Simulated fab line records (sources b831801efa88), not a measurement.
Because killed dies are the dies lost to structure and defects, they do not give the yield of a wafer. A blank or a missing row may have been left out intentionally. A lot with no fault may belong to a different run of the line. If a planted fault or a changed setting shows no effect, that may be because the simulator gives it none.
Which tool is to blame? :: flow sky130 :: Sampling: 12 lots, 36 wafers, 5 of 708 route steps

WHAT EACH GAUGE READ, for each wafer
SKY_FIELD_ISO_CD_MEAS_13: target cd 150 nm. Usual: cd-nm 150.2 nm, standard deviation 1.6.
lot: L313
measured: day 2 10:48
on: cd-sem-02
cd-nm (nm): 148.6 148.9 147.8
flag: 

lot: L316
measured: day 3 02:03
on: cd-sem-01
cd-nm (nm): 151.2 152.3 151.3
flag: 

lot: L317
measured: day 3 06:44
on: cd-sem-01
cd-nm (nm): 149.0 150.6 150.8
flag: 

lot: L322
measured: day 4 08:26
on: cd-sem-02
cd-nm (nm): 152.2 150.2 150.7
flag: 

lot: L324
measured: day 4 21:53
on: cd-sem-02
cd-nm (nm): 151.5 150.2 150.4
flag: 

lot: L326
measured: day 5 04:41
on: cd-sem-02
cd-nm (nm): 150.6 150.7 150.3
flag: 

lot: L327
measured: day 5 10:28
on: cd-sem-01
cd-nm (nm): 148.5 148.7 148.2
flag: 

lot: L328
measured: day 5 15:17
on: cd-sem-01
cd-nm (nm): 152.1 151.7 153.9
flag: 

lot: L329
measured: day 5 20:35
on: cd-sem-01
cd-nm (nm): 150.9 151.0 152.3
flag: 

lot: L330
measured: day 6 02:20
on: cd-sem-01
cd-nm (nm): 152.3 152.2 152.1
flag: 

lot: L332
measured: day 6 12:32
on: cd-sem-02
cd-nm (nm): 145.3 147.3 149.6
flag: 

lot: L333
measured: day 6 20:32
on: cd-sem-02
cd-nm (nm): 145.2 147.6 146.3
flag: 

SKY_LDD_P_CD_MEAS_07: target cd 380 nm. Usual: cd-nm 380 nm, standard deviation 3.1.
lot: L313
measured: day 19 11:37
on: cd-sem-02
cd-nm (nm): 383 382 383
flag: 

lot: L316
measured: day 20 16:13
on: cd-sem-02
cd-nm (nm): 384 382 385
flag: 

lot: L317
measured: day 20 21:20
on: cd-sem-02
cd-nm (nm): 375 378 378
flag: 

lot: L322
measured: day 22 19:38
on: cd-sem-01
cd-nm (nm): 379 379 377
flag: 

lot: L324
measured: day 23 17:02
on: cd-sem-02
cd-nm (nm): 383 382 380
flag: 

lot: L326
measured: day 25 12:32
on: cd-sem-01
cd-nm (nm): 380 378 377
flag: 

lot: L327
measured: day 25 14:40
on: cd-sem-01
cd-nm (nm): 385 386 385
flag: 

lot: L328
measured: day 25 14:40
on: cd-sem-02
cd-nm (nm): 374 374 372
flag: 

lot: L329
measured: day 25 16:44
on: cd-sem-02
cd-nm (nm): 384 384 385
flag: 

lot: L330
measured: day 25 15:49
on: cd-sem-01
cd-nm (nm): 382 383 384
flag: 

lot: L332
measured: day 26 12:30
on: cd-sem-01
cd-nm (nm): 380 380 382
flag: 

lot: L333
measured: day 27 19:51
on: cd-sem-01
cd-nm (nm): 378 378 380
flag: 

WHAT TOOL EACH LOT RAN ON (gives the tool, then ch and the chambers of the sampled wafers, and finally the start)
lot: L313
SKY_FIELD_ISO_COAT_08: litho-track-01 ch 0, day 2 02:00
SKY_FIELD_ISO_STRIP_16: plasma-asher-02 ch 0,1, day 2 11:00
SKY_SONOS_ONO_STRIP_17: plasma-asher-01 ch 0,1, day 13 00:50

lot: L316
SKY_FIELD_ISO_COAT_08: litho-track-01 ch 0, day 2 18:00
SKY_FIELD_ISO_STRIP_16: plasma-asher-01 ch 0,1, day 3 02:15
SKY_SONOS_ONO_STRIP_17: plasma-asher-01 ch 0,1, day 14 02:45

lot: L317
SKY_FIELD_ISO_COAT_08: litho-track-04 ch 0, day 2 22:00
SKY_FIELD_ISO_STRIP_16: plasma-asher-01 ch 0,1, day 3 06:57
SKY_SONOS_ONO_STRIP_17: plasma-asher-02 ch 0,1, day 14 09:09

lot: L322
SKY_FIELD_ISO_COAT_08: litho-track-01 ch 0, day 3 23:00
SKY_FIELD_ISO_STRIP_16: plasma-asher-03 ch 0,1, day 4 08:39
SKY_SONOS_ONO_STRIP_17: plasma-asher-04 ch 0,1, day 15 23:15

lot: L324
SKY_FIELD_ISO_COAT_08: litho-track-03 ch 0, day 4 12:00
SKY_FIELD_ISO_STRIP_16: plasma-asher-03 ch 0,1, day 4 22:06
SKY_SONOS_ONO_STRIP_17: plasma-asher-02 ch 0,1, day 16 20:45

lot: L326
SKY_FIELD_ISO_COAT_08: litho-track-03 ch 0, day 4 19:00
SKY_FIELD_ISO_STRIP_16: plasma-asher-03 ch 0,1, day 5 04:54
SKY_SONOS_ONO_STRIP_17: plasma-asher-01 ch 0,1, day 18 19:17

lot: L327
SKY_FIELD_ISO_COAT_08: litho-track-04 ch 0, day 5 01:00
SKY_FIELD_ISO_STRIP_16: plasma-asher-03 ch 0,1, day 5 10:40
SKY_SONOS_ONO_STRIP_17: plasma-asher-02 ch 0,1, day 18 19:35

lot: L328
SKY_FIELD_ISO_COAT_08: litho-track-04 ch 0, day 5 06:00
SKY_FIELD_ISO_STRIP_16: plasma-asher-03 ch 0,1, day 5 15:29
SKY_SONOS_ONO_STRIP_17: plasma-asher-01 ch 0,1, day 18 19:55

lot: L329
SKY_FIELD_ISO_COAT_08: litho-track-03 ch 0, day 5 11:00
SKY_FIELD_ISO_STRIP_16: plasma-asher-03 ch 0,1, day 5 20:49
SKY_SONOS_ONO_STRIP_17: plasma-asher-01 ch 0,1, day 18 20:21

lot: L330
SKY_FIELD_ISO_COAT_08: litho-track-01 ch 0, day 5 16:00
SKY_FIELD_ISO_STRIP_16: plasma-asher-02 ch 0,1, day 6 02:32
SKY_SONOS_ONO_STRIP_17: plasma-asher-02 ch 0,1, day 18 20:05

lot: L332
SKY_FIELD_ISO_COAT_08: litho-track-03 ch 0, day 6 03:00
SKY_FIELD_ISO_STRIP_16: plasma-asher-03 ch 0,1, day 6 12:45
SKY_SONOS_ONO_STRIP_17: plasma-asher-01 ch 0,1, day 19 20:59

lot: L333
SKY_FIELD_ISO_COAT_08: litho-track-03 ch 0, day 6 10:00
SKY_FIELD_ISO_STRIP_16: plasma-asher-01 ch 0,1, day 6 20:46
SKY_SONOS_ONO_STRIP_17: plasma-asher-04 ch 0,1, day 19 21:01
- SKY_FIELD_ISO_COAT_08: resist thk 450 nm.
- SKY_FIELD_ISO_STRIP_16: strips in O2/N2.
- SKY_SONOS_ONO_STRIP_17: strips in O2/N2.

AS READ BY THE TOOLS THEMSELVES (means over the sampled wafers that have a number; for cases with no such wafer, the mark the record gives instead)
SKY_FIELD_ISO_COAT_08. Usual: spin-speed-rpm 3000.1 rpm, standard deviation 2.5.
lot: L313
tool: litho-track-01
spin-speed-rpm (rpm): 3000.6
flag: 

lot: L316
tool: litho-track-01
spin-speed-rpm (rpm): 3003.9
flag: 

lot: L317
tool: litho-track-04
spin-speed-rpm (rpm): 3001.6
flag: 

lot: L322
tool: litho-track-01
spin-speed-rpm (rpm): 2998.1
flag: 

lot: L324
tool: litho-track-03
spin-speed-rpm (rpm): 2997.1
flag: 

lot: L326
tool: litho-track-03
spin-speed-rpm (rpm): 3002.6
flag: 

lot: L327
tool: litho-track-04
spin-speed-rpm (rpm): 2999.8
flag: 

lot: L328
tool: litho-track-04
spin-speed-rpm (rpm): 3001.3
flag: 

lot: L329
tool: litho-track-03
spin-speed-rpm (rpm): 2999.0
flag: 

lot: L330
tool: litho-track-01
spin-speed-rpm (rpm): 3001.7
flag: 

lot: L332
tool: litho-track-03
spin-speed-rpm (rpm): 3001.4
flag: 

lot: L333
tool: litho-track-03
spin-speed-rpm (rpm): 3000.2
flag: 

SKY_FIELD_ISO_STRIP_16. Usual: drypump-motor-current-A 5.9 A, standard deviation 0.47; oes-product-au 0.378 a.u., standard deviation 0.0048; strip-time-to-endpoint-s 3.55 s, standard deviation 0.03.
lot: L313
tool: plasma-asher-02
drypump-motor-current-A (A): 5.4
oes-product-au (a.u.): 0.374
strip-time-to-endpoint-s (s): 3.53
flag: 

lot: L316
tool: plasma-asher-01
drypump-motor-current-A (A): 5.6
oes-product-au (a.u.): 0.380
strip-time-to-endpoint-s (s): 3.54
flag: 

lot: L317
tool: plasma-asher-01
drypump-motor-current-A (A): 5.7
oes-product-au (a.u.): 0.380
strip-time-to-endpoint-s (s): 3.60
flag: 

lot: L322
tool: plasma-asher-03
drypump-motor-current-A (A): 6.3
oes-product-au (a.u.): 0.377
strip-time-to-endpoint-s (s): 3.52
flag: 

lot: L324
tool: plasma-asher-03
drypump-motor-current-A (A): 6.1
oes-product-au (a.u.): 0.375
strip-time-to-endpoint-s (s): 3.53
flag: 

lot: L326
tool: plasma-asher-03
drypump-motor-current-A (A): 6.3
oes-product-au (a.u.): 0.377
strip-time-to-endpoint-s (s): 3.50
flag: 

lot: L327
tool: plasma-asher-03
drypump-motor-current-A (A): 6.3
oes-product-au (a.u.): 0.380
strip-time-to-endpoint-s (s): 3.54
flag: 

lot: L328
tool: plasma-asher-03
drypump-motor-current-A (A): 6.1
oes-product-au (a.u.): 0.377
strip-time-to-endpoint-s (s): 3.54
flag: 

lot: L329
tool: plasma-asher-03
drypump-motor-current-A (A): 6.3
oes-product-au (a.u.): 0.377
strip-time-to-endpoint-s (s): 3.55
flag: 

lot: L330
tool: plasma-asher-02
drypump-motor-current-A (A): 5.8
oes-product-au (a.u.): 0.383
strip-time-to-endpoint-s (s): 3.56
flag: 

lot: L332
tool: plasma-asher-03
drypump-motor-current-A (A): 6.3
oes-product-au (a.u.): 0.369
strip-time-to-endpoint-s (s): 3.42
flag: OFF

lot: L333
tool: plasma-asher-01
drypump-motor-current-A (A): 5.6
oes-product-au (a.u.): 0.375
strip-time-to-endpoint-s (s): 3.40
flag: OFF

SKY_SONOS_ONO_STRIP_17. Usual: drypump-motor-current-A 5.7 A, standard deviation 0.46; oes-product-au 0.710 a.u., standard deviation 0.0045; strip-time-to-endpoint-s 14.09 s, standard deviation 0.042.
lot: L313
tool: plasma-asher-01
drypump-motor-current-A (A): 5.6
oes-product-au (a.u.): 0.711
strip-time-to-endpoint-s (s): 14.08
flag: 

lot: L316
tool: plasma-asher-01
drypump-motor-current-A (A): 5.6
oes-product-au (a.u.): 0.705
strip-time-to-endpoint-s (s): 14.04
flag: 

lot: L317
tool: plasma-asher-02
drypump-motor-current-A (A): 5.4
oes-product-au (a.u.): 0.715
strip-time-to-endpoint-s (s): 14.13
flag: 

lot: L322
tool: plasma-asher-04
drypump-motor-current-A (A): 6.2
oes-product-au (a.u.): 0.709
strip-time-to-endpoint-s (s): 14.09
flag: 

lot: L324
tool: plasma-asher-02
drypump-motor-current-A (A): 5.4
oes-product-au (a.u.): 0.710
strip-time-to-endpoint-s (s): 14.10
flag: 

lot: L326
tool: plasma-asher-01
drypump-motor-current-A (A): 5.6
oes-product-au (a.u.): 0.707
strip-time-to-endpoint-s (s): 14.06
flag: 

lot: L327
tool: plasma-asher-02
drypump-motor-current-A (A): 5.4
oes-product-au (a.u.): 0.711
strip-time-to-endpoint-s (s): 14.06
flag: 

lot: L328
tool: plasma-asher-01
drypump-motor-current-A (A): 5.8
oes-product-au (a.u.): 0.711
strip-time-to-endpoint-s (s): 14.14
flag: 

lot: L329
tool: plasma-asher-01
drypump-motor-current-A (A): 5.7
oes-product-au (a.u.): 0.710
strip-time-to-endpoint-s (s): 14.09
flag: 

lot: L330
tool: plasma-asher-02
drypump-motor-current-A (A): 5.4
oes-product-au (a.u.): 0.711
strip-time-to-endpoint-s (s): 14.09
flag: 

lot: L332
tool: plasma-asher-01
drypump-motor-current-A (A): 5.6
oes-product-au (a.u.): 0.705
strip-time-to-endpoint-s (s): 14.11
flag: 

lot: L333
tool: plasma-asher-04
drypump-motor-current-A (A): 6.2
oes-product-au (a.u.): 0.711
strip-time-to-endpoint-s (s): 14.08
flag: 

THE ANSWER, worked out from the rows above alone
Rule: a lot counts as off when the mean over its wafers that have a number is more than 3 standard deviations away from the usual mean. Also off: a lot with no number at a reading for which 4 or more lots have one. Where the step has rows for the other lots, those lots are counted as sound. Order of review: gauges by route order, followed by the tools' own readings, for which a lot's mean as printed above is used. At the first step where some lot is off, the reading lying furthest off is the one used; lots without a number count as furthest.
Off at SKY_FIELD_ISO_STRIP_16 (strip-time-to-endpoint-s): L332, L333.
If a tool, at that step or one of the process steps before it, ran each lot that is off and ran no sound lot following the first of them, it fits. One fits: SKY_FIELD_ISO_COAT_08 on litho-track-03. Its last sound lot is L329 (day 5 11:00), its first lot that is off L332 (day 6 03:00): a fault that began between those two fits.

WHAT THE SIMULATOR HAD PUT IN
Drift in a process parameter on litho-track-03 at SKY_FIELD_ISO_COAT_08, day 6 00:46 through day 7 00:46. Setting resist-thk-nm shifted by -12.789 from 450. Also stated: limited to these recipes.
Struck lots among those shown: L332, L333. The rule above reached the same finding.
